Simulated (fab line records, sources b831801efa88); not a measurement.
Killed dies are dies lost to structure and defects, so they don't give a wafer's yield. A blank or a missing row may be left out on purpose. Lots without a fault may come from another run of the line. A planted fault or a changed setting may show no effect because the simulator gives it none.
Which tool did it? | flow sky130 | 7 lots, 21 wafers sampled, at 3 steps of a route of 708

WHAT THE GAUGES READ, wafer by wafer
SKY_SD_N_TW_MEAS_12.
lot  | measured     | on            | SD_N_TW
L405 | day 28 17:17 | film_metro-01 | 3971 3991 3972
L407 | day 29 08:10 | film_metro-01 | 3961 3943 3936
L409 | day 30 08:53 | film_metro-04 | 4009 4000 4008
L411 | day 31 11:23 | film_metro-02 | 4021 4026 4010
L414 | day 32 14:28 | film_metro-04 | 3979 3993 3992
L423 | day 34 12:21 | film_metro-04 | 3951 3976 3955
L425 | day 35 05:09 | film_metro-04 | 4030 4024 4017

WHICH TOOL RAN EACH LOT (tool, then ch and the chambers of the sampled wafers, then the start)
lot  | SKY_POLY_CUT_ETCH_11               | SKY_RES_XHIGH_COAT_02
L405 | rie_diel-01 ch 0,1,3, day 25 03:35 | litho_track-03 ch 0, day 26 22:13
L407 | rie_diel-01 ch 0,2, day 25 18:15   | litho_track-03 ch 0, day 27 13:28
L409 | rie_diel-04 ch 1,3, day 26 18:46   | litho_track-03 ch 0, day 28 14:19
L411 | rie_diel-01 ch 0,2, day 27 21:55   | litho_track-01 ch 0, day 29 17:40
L414 | rie_diel-01 ch 0,2,3, day 29 02:29 | litho_track-03 ch 0, day 30 20:34
L423 | rie_diel-04 ch 0,1,3, day 31 02:43 | litho_track-04, day 32 19:20
L425 | rie_diel-01 ch 0,1, day 31 19:56   | litho_track-03, day 33 12:56
- SKY_POLY_CUT_ETCH_11: etches Si3N4 in CF4/CH2F2/Ar, stops on poly-Si, time 42.5 s, target depth 60 nm.
- SKY_RES_XHIGH_COAT_02: resist thk 1140 nm.

THE ANSWER, worked out from the rows above alone
Rule: what is usual is taken from the lots themselves. Put in order of their means at a reading, lots are off if they are a third of the lots or fewer, leave a main group of 4 or more, and stand apart from it by a gap of 3 or more times the standard deviation of the main group's means; of several such gaps the widest counts. A main group whose means are all the same, to the digits that the tables above print for the reading, isn't used. A lot without any number at a reading at which 4 lots or more have one is off too. The other lots that the step has rows for count as sound.
No lot is off at any reading shown: from this, nothing can be told.

WHAT THE SIMULATOR HAD PUT IN
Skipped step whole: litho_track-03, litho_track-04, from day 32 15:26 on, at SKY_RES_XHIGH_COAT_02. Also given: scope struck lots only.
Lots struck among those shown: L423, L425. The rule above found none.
